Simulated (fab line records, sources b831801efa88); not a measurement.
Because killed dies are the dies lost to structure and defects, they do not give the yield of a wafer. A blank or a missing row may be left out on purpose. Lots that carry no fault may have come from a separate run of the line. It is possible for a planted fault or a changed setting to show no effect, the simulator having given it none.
fab line records + flow sky130
record:
- lots: 4
- wafers: 12
- last-day: 49
route steps=708 shown VIA2@521 METAL3@532 CAPM@537 PAD_OPEN@708
lots that met no fault: taken from a fault-free run of the same line
start-h: start of the lot's first displayed wafer, in hours after the record's first day + wait-h: hours from the lot's prior step to this one + " unchanged from the row above + L1.1+2: one row covering several wafers at once + - either no value or no given start + * or withheld: withheld + < > ~ a bound
route shown NAME@n: names a module that has steps shown in the file, with the first one's number in the route + usual: average and standard deviation across the fault-free wafers + same: alike in all rows + chamber/n: place in a boat + sites: the reading at each site + _std_site: the standard deviation of these + _edge_site: inner sites' mean taken away from outer sites' mean + radius-mm: how far each site lies from the wafer's centre + mask NAME#n: copy n + behind: the last tool/chamber to shape the wafer + hold: the reason the lot was held/the length of the hold in hours/how it ended + device: the n, p or np transistor that did not switch + end of line: the route-end tests of the same wafers + a step without rows: its recipe alone + killed: at the first sort, the dies lost to defects and structure; wafer yield is something else + map: a wafer's dies, x killed, . not, _ none there
set.NAME: the setting the step ran with; set.NAME@STEP: the setting that earlier step ran with + model.NAME: the simulator's own value behind a step, which no gauge read
lots at selected steps of the route; one table per step, one row per wafer
services: the hour from which a tool's chamber was out of use, counted from the record's first day as start-h (under 0 if before that day), plus the number of hours and why
== steps ==
step: SKY_VIA2_ETCH_14
recipe:
- chemistry: N2/H2
- target: BARC
- ion-energy-ev: 200
- source-w: 500
- bias-w: 100
- pressure-mtorr: 30
- n2-flow-sccm: 100
- h2-flow-sccm: 200
- stop-on: SiO2
- time-s: 45.9
- target-depth-a: 600
step: SKY_VIA2_ETCH_15
recipe:
- target: SiO2
- chemistry: C4F8/O2/Ar
- target-depth-nm: 546
- stop-on: TiN
- mask-material: KrF-thick
- source-w: 1500
- bias-w: 1200
- pressure-mtorr: 40
- c4f8-flow-sccm: withheld
- O2_flow_sccm: 6
- Ar_flow_sccm: 300
- time-s: 84
step: SKY_VIA2_STRIP_16
recipe:
- chemistry: O2/N2
- power-w: 1400
- pressure-mtorr: 1500
- platen-temp-c: withheld
- o2-flow-sccm: 3000
- n2-flow-sccm: 300
- overash-fraction: 0.5
step: SKY_VIA2_STRIP_17
recipe:
- chemistry: post-etch-residue-remover
- time-s: 1200
- temp-c: 72.5
step: SKY_VIA2_CLEAN_18
recipe:
- chemistry: IPA
- time-s: 180
- temp-c: 25
step: SKY_VIA2_CLEAN_19
recipe:
- chemistry: O3/DIW
- dry: n2-spin
step: SKY_VIA2_SPUTTER_20
recipe:
- material: TiN
- target-thk-nm: 20
- chamber-pressure-pa: 5
- power-w: 4000
- time-s: 80
step: SKY_VIA2_CVD_21
recipe:
- material: W
- target-thk-nm: 420
- time-s: 126.4
- temp-c: 400
- pressure-torr: 40
step: SKY_VIA2_CMP_24
recipe:
- stop-on: SiO2
- t-overpolish-s: 20
- down-force-psi: 3.5
- platen-rpm: 60
- target-thk-nm: 0
- pad-velocity-m-s: 0.94248
usual:
- motor-current-A: 10.9/1.6
- overpolish-run-s: 20.000/0.0091
- retaining-ring-pressure-frac: 1.000/0.0051
- time-to-endpoint-s: 104/4.8
| lot.wafer | tool   | chamber | start-h | wait-h | motor-current-A | overpolish-run-s | retaining-ring-pressure-frac | time-to-endpoint-s |
|-----------|--------|---------|---------|--------|-----------------|------------------|------------------------------|--------------------|
| L851.3    | cmp-01 | 1       | 866.49  | 0.0    | 11.3            | 19.999           | 1.002                        | 103                |
| L851.4    | "      | 0       | "       | "      | 8.5             | 20.002           | 0.995                        | 100                |
| L851.6    | "      | 2       | "       | "      | 12.1            | 19.987           | 1.007                        | 99                 |
| L858.3    | cmp-01 | 0       | 922.43  | 0.0    | 8.5             | 20.000           | 0.997                        | 111                |
| L858.1    | "      | 1       | "       | "      | 11.9            | 19.995           | 1.005                        | 104                |
| L858.6    | "      | 0       | "       | "      | 8.7             | 20.001           | 1.001                        | 114                |
| L867.1    | cmp-01 | 0       | 974.15  | 0.1    | 9.0             | 20.006           | 0.992                        | 105                |
| L867.3    | "      | 1       | "       | "      | 10.8            | 19.987           | 1.004                        | 106                |
| L867.2    | "      | 2       | "       | "      | 11.9            | 20.007           | 0.996                        | 97                 |
| L869.1    | cmp-01 | 3       | 994.75  | 0.1    | 8.6             | 19.996           | 1.002                        | 107                |
| L869.4    | "      | 0       | "       | "      | 8.5             | 19.998           | 0.990                        | 108                |
| L869.6    | "      | 3       | "       | "      | 8.7             | 20.017           | 0.998                        | 106                |
step: SKY_METAL3_SPUTTER_00
recipe:
- material: Ti
- target-thk-nm: 15
- power-w: 3000
- time-s: 10
- chamber-pressure-pa: 0.4
step: SKY_METAL3_SPUTTER_01
recipe:
- material: TiN
- target-thk-nm: 20
- power-w: 6500
- time-s: 16.7
- chamber-pressure-pa: 0.4
step: SKY_METAL3_SPUTTER_02
recipe:
- material: AlCu
- target-thk-nm: 735
- power-w: 10600
- time-s: 39.1
- chamber-pressure-pa: 0.4
step: SKY_METAL3_SPUTTER_03
recipe:
- material: Ti
- target-thk-nm: 5
- power-w: 3000
- time-s: 3.3
- chamber-pressure-pa: 0.4
step: SKY_METAL3_SPUTTER_04
recipe:
- material: TiN
- target-thk-nm: 70
- power-w: 6500
- time-s: 58.3
- chamber-pressure-pa: 0.4
step: SKY_CAPM_CVD_00
recipe:
- material: SiO2
- target-thk-nm: 15.5
- temp-c: 400
- time-s: withheld
- rf-w: 450
step: SKY_CAPM_SPUTTER_02
recipe:
- material: TiN
- target-thk-nm: 200
- temp-c: 300
- power-w: 6500
- time-s: 166.7
- chamber-pressure-pa: 0.4
step: SKY_CAPM_DEHYDRATE_05
recipe:
- temp-c: 200
- time-s: 60
step: SKY_CAPM_HMDS_06
recipe:
- prime-time-s: 60
- prime-temp-c: 120
step: SKY_CAPM_COAT_07
recipe:
- resist: NOVOLAK
- spin-rpm: 3000
- resist-thk-nm: 1140
step: SKY_CAPM_SOFTBAKE_08
recipe:
- temp-c: 90
- time-s: 60
- resist: NOVOLAK
step: SKY_CAPM_EXPOSE_09
recipe:
- mask-id: CAPM
- na: 0.6
- source-shape: conventional
- sigma-outer: 0.6
- polarization: unpolarized
- target-cd-nm: 1000
- dose-mj: 159
step: SKY_CAPM_PEB_10
recipe:
- temp-c: withheld
- time-s: *
- resist: NOVOLAK
step: SKY_CAPM_DEVELOP_11
recipe:
- resist: NOVOLAK
- developer: TMAH
- develop-time-s: 60
- dev-temp-c: 23
step: SKY_CAPM_METAL_ETCH_13
recipe:
- target-depth-nm: 220
- stop-on: SiO2
- chemistry: Cl2/BCl3
- target: TiN
- pressure-mtorr: 10
- icp-w: 900
- bias-w: 48.5
- Cl2_flow_sccm: 60
- bcl3-flow-sccm: 30
- time-s: 62.9
step: SKY_CAPM_STRIP_14
recipe:
- chemistry: O2/N2
- power-w: 1400
- pressure-mtorr: 1500
- platen-temp-c: withheld
- o2-flow-sccm: 3000
- n2-flow-sccm: 300
- overash-fraction: 0.5
step: SKY_CAPM_STRIP_15
recipe:
- chemistry: post-etch-residue-remover
- time-s: 1200
- temp-c: 72.5
step: SKY_CAPM_CLEAN_16
recipe:
- chemistry: IPA
- time-s: 180
- temp-c: 25
step: SKY_CAPM_CLEAN_17
recipe:
- chemistry: O3/DIW
- dry: n2-spin
step: SKY_METAL3_DEHYDRATE_05
recipe:
- temp-c: 200
- time-s: 60
step: SKY_METAL3_HMDS_06
recipe:
- prime-time-s: 60
- prime-temp-c: 120
step: SKY_METAL3_COAT_07
recipe:
- resist: BARC
- temp-c: withheld
- time-s: withheld
- spin-rpm: 3000
- resist-thk-nm: 60
step: SKY_METAL3_COAT_08
recipe:
- resist: KrF-thick
- spin-rpm: 3000
- resist-thk-nm: 1140
step: SKY_METAL3_SOFTBAKE_09
recipe:
- temp-c: 100
- time-s: 90
- resist: KrF-thick
step: SKY_METAL3_EXPOSE_10
recipe:
- mask-id: MM3
- na: 0.68
- source-shape: annular
- sigma-inner: 0.4
- sigma-outer: 0.8
- target-cd-nm: 300
- dose-mj: 28
step: SKY_PAD_OPEN_PROBE_99
usual:
- defect-limited-yield: 82.4/2.2
- killed_at_M0_to_M3: 44/7.7
- killed_at_M4_up: 3.2/1.7
- killed-at-contacts: 24/5.3
- killed-at-front-end: 15/4.3
- killed-at-other: 0.3/0.57
- killed-dies: 87/11
- killed-on-rim: 17/3.8
- killed-open: 47/7.4
- killed-short: 40/6.5
- sort_bin_3_pad_short: 0.8/0.4
- sort_bin_5_function: 10.5/1.6
- sort_bin_6_memory: 6.3/1.2
- sort-n-pass: 405/11
- sort-yield-pct: 82.4/2.2
same:
- gross-dies: 492
- killed-at-back-side: 0
- sort_bin_4_leakage[%]: 0
- sort_bin_8_speed[%]: 0
| lot.wafer | tool      | chamber | start-h | wait-h | defect-limited-yield[%] | killed_at_M0_to_M3 | killed_at_M4_up | killed-at-contacts | killed-at-front-end | killed-at-other | killed-dies | killed-on-rim | killed-open | killed-short | sort_bin_3_pad_short[%] | sort_bin_5_function[%] | sort_bin_6_memory[%] | sort-n-pass | sort-yield-pct[%] | model.etest.tester.sort-n-pass | model.etest.tester.sort-yield-pct | model.etest.tester.sort_bin_5_pct | model.etest.tester.sort_bin_6_pct | model.etest.tester.sort_bin_3_pct |
|-----------|-----------|---------|---------|--------|-------------------------|--------------------|-----------------|--------------------|---------------------|-----------------|-------------|---------------|-------------|--------------|-------------------------|------------------------|----------------------|-------------|-------------------|--------------------------------|-----------------------------------|-----------------------------------|-----------------------------------|-----------------------------------|
| L851.3    | prober-02 | -       | 1090.83 | 0.2    | 80.7                    | 54                 | 3               | 19                 | 18                  | 1               | 95          | 13            | 56          | 39           | 1.2                     | 11.4                   | 6.7                  | 397         | 80.7              | 397                            | 80.69                             | 11.38                             | 6.707                             | 1.22                              |
| L851.4    | prober-02 | -       | 1090.88 | 0.2    | 87.8                    | 33                 | 1               | 15                 | 10                  | 1               | 60          | 12            | 29          | 31           | 0.6                     | 8.7                    | 2.8                  | 432         | 87.8              | 432                            | 87.8                              | 8.74                              | 2.846                             | 0.6098                            |
| L851.6    | prober-02 | -       | 1090.98 | 0.2    | 83.5                    | 38                 | 4               | 22                 | 17                  | 0               | 81          | 14            | 40          | 41           | 0.6                     | 10.2                   | 5.7                  | 411         | 83.5              | 411                            | 83.54                             | 10.16                             | 5.691                             | 0.6098                            |
| L858.1    | prober-01 | -       | 1133.60 | 0.1    | 83.9                    | 45                 | 5               | 18                 | 11                  | 0               | 79          | 13            | 39          | 40           | 1.0                     | 10.4                   | 4.7                  | 413         | 83.9              | 413                            | 83.94                             | 10.37                             | 4.675                             | 1.016                             |
| L858.3    | prober-01 | -       | 1133.70 | 0.2    | 81.1                    | 52                 | 5               | 24                 | 12                  | 0               | 93          | 14            | 52          | 41           | 0.4                     | 11.0                   | 7.5                  | 399         | 81.1              | 399                            | 81.1                              | 10.98                             | 7.52                              | 0.4065                            |
| L858.6    | prober-01 | -       | 1133.85 | 0.2    | 84.1                    | 45                 | 5               | 20                 | 8                   | 0               | 78          | 18            | 44          | 33           | 0.2                     | 10.0                   | 5.7                  | 414         | 84.1              | 414                            | 84.15                             | 9.959                             | 5.691                             | 0.2033                            |
| L867.1    | prober-02 | -       | 1172.10 | 0.1    | 52.4                    | 201                | 3               | 18                 | 10                  | 2               | 234         | 43            | 38          | 42           | 3.5                     | 28.7                   | 15.4                 | 258         | 52.4              | 258                            | 52.44                             | 28.66                             | 15.45                             | 3.455                             |
| L867.2    | prober-02 | -       | 1172.15 | 0.1    | 55.7                    | 176                | 4               | 18                 | 20                  | 0               | 218         | 39            | 39          | 34           | 3.7                     | 25.4                   | 15.2                 | 274         | 55.7              | 274                            | 55.69                             | 25.41                             | 15.24                             | 3.659                             |
| L867.3    | prober-02 | -       | 1172.20 | 0.2    | 48.6                    | 226                | 1               | 15                 | 11                  | 0               | 253         | 55            | 38          | 33           | 1.6                     | 34.8                   | 15.0                 | 239         | 48.6              | 239                            | 48.58                             | 34.76                             | 15.04                             | 1.626                             |
| L869.1    | prober-02 | -       | 1187.54 | 0.1    | 56.7                    | 180                | 1               | 20                 | 12                  | 0               | 213         | 44            | 34          | 29           | 2.0                     | 29.7                   | 11.6                 | 279         | 56.7              | 279                            | 56.71                             | 29.67                             | 11.59                             | 2.033                             |
| L869.4    | prober-02 | -       | 1187.69 | 0.2    | 53.0                    | 197                | 2               | 20                 | 12                  | 0               | 231         | 50            | 35          | 27           | 2.4                     | 28.9                   | 15.7                 | 261         | 53.0              | 261                            | 53.05                             | 28.86                             | 15.65                             | 2.439                             |
| L869.6    | prober-02 | -       | 1187.79 | 0.2    | 54.7                    | 185                | 1               | 16                 | 21                  | 0               | 223         | 42            | 34          | 31           | 2.6                     | 31.3                   | 11.4                 | 269         | 54.7              | 269                            | 54.67                             | 31.3                              | 11.38                             | 2.642                             |
killed by level:class
L851.3 VIA2:geometric-particle:open=13 VIA1:geometric-particle:open=12 VIA3:geometric-particle:open=12 LI_CONTACT:geometric-particle:open=6 VIA3:geometric-particle:short=5 POLY_GATE:geometric-particle:short=4 POLY_GATE:geometric-particle:open=4 CONTACT:geometric-particle:short=4
L851.4 VIA1:geometric-particle:open=6 METAL2:geometric-particle:short=6 CONTACT:geometric-particle:open=5 LOCAL_INTERCONNECT:geometric-particle:short=4 METAL1:geometric-particle:short=4 VIA2:geometric-particle:open=4 VIA3:geometric-particle:short=4 VIA3:geometric-particle:open=4
L851.6 CONTACT:geometric-particle:open=9 VIA1:geometric-particle:open=9 FIELD_ISO:geometric-particle:short=7 POLY_GATE:geometric-particle:short=5 LI_CONTACT:geometric-particle:open=5 METAL2:geometric-particle:short=5 VIA3:geometric-particle:open=5 CONTACT:geometric-particle:short=4
L858.1 VIA1:geometric-particle:short=8 VIA1:geometric-particle:open=8 LI_CONTACT:geometric-particle:open=6 VIA2:geometric-particle:open=6 CONTACT:geometric-particle:open=4 LI_CONTACT:geometric-particle:short=4 VIA2:geometric-particle:short=4 VIA3:geometric-particle:open=4
L858.3 VIA2:geometric-particle:open=10 CONTACT:geometric-particle:open=9 VIA1:geometric-particle:open=9 METAL1:geometric-particle:short=8 METAL2:geometric-particle:short=7 LI_CONTACT:geometric-particle:open=6 POLY_GATE:geometric-particle:short=4 CONTACT:geometric-particle:short=4
L858.6 VIA1:geometric-particle:open=14 VIA3:geometric-particle:open=9 METAL2:geometric-particle:short=6 LI_CONTACT:geometric-particle:open=5 METAL1:geometric-particle:short=5 CONTACT:geometric-particle:open=5 VIA2:geometric-particle:open=5 CONTACT:geometric-particle:short=4
L867.1 VIA2:unspecified=154 VIA1:geometric-particle:open=11 METAL2:geometric-particle:short=8 VIA2:geometric-particle:open=8 LI_CONTACT:geometric-particle:open=5 VIA3:geometric-particle:short=5 LI_CONTACT:geometric-particle:short=4 CONTACT:geometric-particle:open=4
L867.2 VIA2:unspecified=145 VIA1:geometric-particle:open=8 CONTACT:geometric-particle:open=7 FIELD_ISO:geometric-particle:open=6 FIELD_ISO:geometric-particle:short=5 POLY_GATE:geometric-particle:open=5 CONTACT:geometric-particle:short=5 METAL1:geometric-particle:short=4
L867.3 VIA2:unspecified=182 VIA1:geometric-particle:open=10 METAL1:geometric-particle:short=6 VIA1:geometric-particle:short=6 LOCAL_INTERCONNECT:geometric-particle:short=5 VIA2:geometric-particle:open=5 VIA3:geometric-particle:open=5 METAL1:geometric-particle:open=4
L869.1 VIA2:unspecified=150 CONTACT:geometric-particle:open=8 VIA1:geometric-particle:open=6 VIA3:geometric-particle:open=6 CONTACT:geometric-particle:short=4 VIA1:geometric-particle:short=4 VIA2:geometric-particle:open=4 VIA3:geometric-particle:short=4
L869.4 VIA2:unspecified=169 VIA3:geometric-particle:open=7 CONTACT:geometric-particle:short=6 LI_CONTACT:geometric-particle:open=5 VIA1:geometric-particle:open=5 VIA2:geometric-particle:open=5 LOCAL_INTERCONNECT:geometric-particle:short=4 FIELD_ISO:geometric-particle:short=3
L869.6 VIA2:unspecified=158 VIA1:geometric-particle:open=8 FIELD_ISO:geometric-particle:open=5 LI_CONTACT:geometric-particle:open=5 POLY_GATE:geometric-particle:short=4 LOCAL_INTERCONNECT:geometric-particle:short=4 METAL1:geometric-particle:short=4 FIELD_ISO:geometric-particle:short=3
map L867.3 (x killed, . not)
__________.x..x.xx.x_________
________xxx..x....xx.x_______
______x.x.x..xxx.....x.x_____
_____.x..xx..x.xx...x...x____
____xxxx...x...x...x.x.x.x___
___x.x.x.xxxxx.x.xx.x.xxx.x__
__x.xx.x.x...xx.x...xxxx.xx._
_xxxx.xx.xxx.x.x.xx..xxxx.x..
_.x.xxx..x..xx.x...xxx.x.....
_x.xxx..x...x.xxxxx..x..x.xx.
_xxxx..xxxx.xx..x.xx..xx.xx..
_xx.x..x.x..xx..x.x...xxxx.x.
_......xx.x.xx..xxxx.x..xxx.x
_xx..x..xx.xx.x...xx...xx.x.x
_xxx.xx.xx...x..xxxx.....xxxx
__xx.x.xx..xxxxx.........xx._
___xx.x.x....xx.x.xxx..xx.x__
____.x...x..xx..x..xxx...x___
_____xx.x.xx.x.x.xx..xx..____
______...xx.x...x..xxxxx_____
________x.x.xxx...xx.x_______
__________....xx...x_________
map L869.4 (x killed, . not)
__________.x.xxx...._________
________.xxx.xxxxx.xxx_______
______xx.xx....xx..xx.xx_____
_____..xxx.xxxx.x.x..x.x.____
____.......x..x...x...xx..___
___.xxx...x.xxxxx.xxx..x.xx__
__.x..xx.x.xxxx..xx....x.xx._
_xx.x.....xx.x.xx.x..x..x...x
_...x.xxxx..xx...x.x.x.xx....
_x..x.....x.x.xxx.x.x.xxxxx..
_xx.xxx..x..x..xx.x......xx..
_.xx.x...xx.x..x.......xxxxx.
_.x..x.xx..x.xx.xxxxx......x.
_x.x....xx..xx.xx....x.xxx..x
_.x...x........xxx.xxxxx...x.
__.xxx......xxxx.xx.....x.xx_
___.....xxx..x.......x.x.xx__
____.x......x..xx...x..x.x___
_____.x.xxxx.xx.x...xx..x____
______xxx.....xxxxxxxxx._____
________x..x.x.x.xxxxx_______
__________x...x..xx._________
== services ==
| tool   | chamber | start-h | hours | kind                           |
|--------|---------|---------|-------|--------------------------------|
| cmp-01 | -       | 859.08  | 4.2   | pm                             |
| cmp-01 | -       | 871.35  | 0.6   | repair                         |
| cmp-01 | -       | 911.32  | 1.0   | repair                         |
| cmp-01 | -       | 916.91  | 4.0   | pm                             |
| cmp-01 | -       | 920.91  | -     | consumable-replace:conditioner |
| cmp-01 | -       | 920.91  | -     | consumable-replace:pad         |
| cmp-01 | -       | 924.28  | 0.3   | repair                         |
== key ==
first-sign:
- step: SKY_PAD_OPEN_PROBE_99
- reading: killed_at_M0_to_M3
- direction: up
- sigmas: 19
- usual: 44
- struck: 194
effect:
- step: SKY_PAD_OPEN_PROBE_99
- reading: defect-limited-yield
- direction: down
- sigmas: 13
- usual: 82.4
- struck: 53.5
model-effect:
- step: SKY_PAD_OPEN_PROBE_99
- value: etest.tester.sort-n-pass
- without: 407.2
- struck: 263.3
met-at SKY_VIA2_CMP_24
struck-wafers L867.1,L867.2,L867.3,L869.1,L869.4,L869.6
onset-between 922.43 974.15
also-fits time
fault:
- kind: chamber-particle-source
- tool: cmp-01
- chamber: -
- onset-h: 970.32
- steps: SKY_VIA2_CMP_24
- rate-per-visit-cm2: 0.79915
- end-h: 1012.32
